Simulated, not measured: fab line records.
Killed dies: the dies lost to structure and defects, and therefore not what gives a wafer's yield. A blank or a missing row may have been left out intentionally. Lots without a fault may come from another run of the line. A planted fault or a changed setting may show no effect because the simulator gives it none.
Matching of chambers || flow gf180mcu || GF_V3_CVD_02 on pecvd-04: 3 sister chambers
The step deposits SiO2 from TEOS, target thk 850 nm, time 94.851 s. 33 wafers are shown with their chamber, then 12 later ones without.

## WAFERS PAIRED WITH THEIR CHAMBERS
{"wafer": "L075.1", "chamber": 0, "heater-power-w (W)": 715}
{"wafer": "L075.3", "chamber": 1, "heater-power-w (W)": 628}
{"wafer": "L075.6", "chamber": 1, "heater-power-w (W)": 679}
{"wafer": "L076.4", "chamber": 2, "heater-power-w (W)": 602}
{"wafer": "L076.5", "chamber": 1, "heater-power-w (W)": 652}
{"wafer": "L076.6", "chamber": 0, "heater-power-w (W)": 686}
{"wafer": "L079.1", "chamber": 1, "heater-power-w (W)": 628}
{"wafer": "L079.4", "chamber": 1, "heater-power-w (W)": 664}
{"wafer": "L079.6", "chamber": 2, "heater-power-w (W)": 534}
{"wafer": "L082.2", "chamber": 1, "heater-power-w (W)": 636}
{"wafer": "L082.3", "chamber": 0, "heater-power-w (W)": 623}
{"wafer": "L082.4", "chamber": 1, "heater-power-w (W)": 528}
{"wafer": "L084.1", "chamber": 1, "heater-power-w (W)": 648}
{"wafer": "L084.4", "chamber": 1, "heater-power-w (W)": 669}
{"wafer": "L084.5", "chamber": 2, "heater-power-w (W)": 574}
{"wafer": "L087.1", "chamber": 0, "heater-power-w (W)": 707}
{"wafer": "L087.2", "chamber": 2, "heater-power-w (W)": 560}
{"wafer": "L087.6", "chamber": 0, "heater-power-w (W)": 703}
{"wafer": "L088.1", "chamber": 0, "heater-power-w (W)": 713}
{"wafer": "L088.3", "chamber": 2, "heater-power-w (W)": 577}
{"wafer": "L088.6", "chamber": 2, "heater-power-w (W)": 602}
{"wafer": "L089.1", "chamber": 2, "heater-power-w (W)": 495}
{"wafer": "L089.2", "chamber": 1, "heater-power-w (W)": 585}
{"wafer": "L089.6", "chamber": 0, "heater-power-w (W)": 744}
{"wafer": "L090.4", "chamber": 0, "heater-power-w (W)": 723}
{"wafer": "L090.5", "chamber": 2, "heater-power-w (W)": 605}
{"wafer": "L090.6", "chamber": 1, "heater-power-w (W)": 520}
{"wafer": "L091.3", "chamber": 0, "heater-power-w (W)": 680}
{"wafer": "L091.5", "chamber": 2, "heater-power-w (W)": 531}
{"wafer": "L091.6", "chamber": 0, "heater-power-w (W)": 730}
{"wafer": "L093.1", "chamber": 1, "heater-power-w (W)": 558}
{"wafer": "L093.5", "chamber": 1, "heater-power-w (W)": 612}
{"wafer": "L093.6", "chamber": 0, "heater-power-w (W)": 653}

SIGNATURES (averages over the wafers above)
{"reading": "heater-power-w", "chamber 0": 697.91, "chamber 1": 615.92, "chamber 2": 564.44, "scatter within a chamber": 43.8}
Rule: a wafer lies at a distance from a chamber equal to the root of the sum of squares, over the readings, of (its reading less the chamber's mean, divided by the reading's scatter). The wafer belongs to the nearest chamber; if the next one is less than 2 further off, it can't be placed. The scatter is the square root of a quotient: the sum, over the shown wafers, of each reading's squared deviation from its chamber's mean, divided by wafers minus chambers.

## WAFERS WHOSE CHAMBER IS MISSING
{"wafer": "L094.1", "heater-power-w (W)": 525}
{"wafer": "L094.3", "heater-power-w (W)": 553}
{"wafer": "L094.4", "heater-power-w (W)": 589}
{"wafer": "L095.2", "heater-power-w (W)": 707}
{"wafer": "L095.3", "heater-power-w (W)": 672}
{"wafer": "L095.6", "heater-power-w (W)": 472}
{"wafer": "L096.1", "heater-power-w (W)": 678}
{"wafer": "L096.2", "heater-power-w (W)": 685}
{"wafer": "L096.3", "heater-power-w (W)": 509}
{"wafer": "L097.2", "heater-power-w (W)": 688}
{"wafer": "L097.3", "heater-power-w (W)": 562}
{"wafer": "L097.4", "heater-power-w (W)": 595}

## THE CHAMBER EACH PASSED THROUGH
{"wafer": "L094.1", "from the rows above": "can't be placed: 2 or 1", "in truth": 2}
{"wafer": "L094.3", "from the rows above": "can't be placed: 2 or 1", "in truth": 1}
{"wafer": "L094.4", "from the rows above": "can't be placed: 2 or 1 or 0", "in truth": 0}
{"wafer": "L095.2", "from the rows above": "can't be placed: 0 or 1", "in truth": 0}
{"wafer": "L095.3", "from the rows above": "can't be placed: 0 or 1 or 2", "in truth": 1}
{"wafer": "L095.6", "from the rows above": "can't be placed: 2 or 1", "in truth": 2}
{"wafer": "L096.1", "from the rows above": "can't be placed: 0 or 1", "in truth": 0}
{"wafer": "L096.2", "from the rows above": "can't be placed: 0 or 1", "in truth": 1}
{"wafer": "L096.3", "from the rows above": "can't be placed: 2 or 1", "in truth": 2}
{"wafer": "L097.2", "from the rows above": "can't be placed: 0 or 1", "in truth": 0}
{"wafer": "L097.3", "from the rows above": "can't be placed: 2 or 1", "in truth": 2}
{"wafer": "L097.4", "from the rows above": "can't be placed: 1 or 2 or 0", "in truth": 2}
Correct placement for 0 of the 12. These rows do not allow placing 12 (true chamber among the candidates in 12). Wrongly placed: 0.
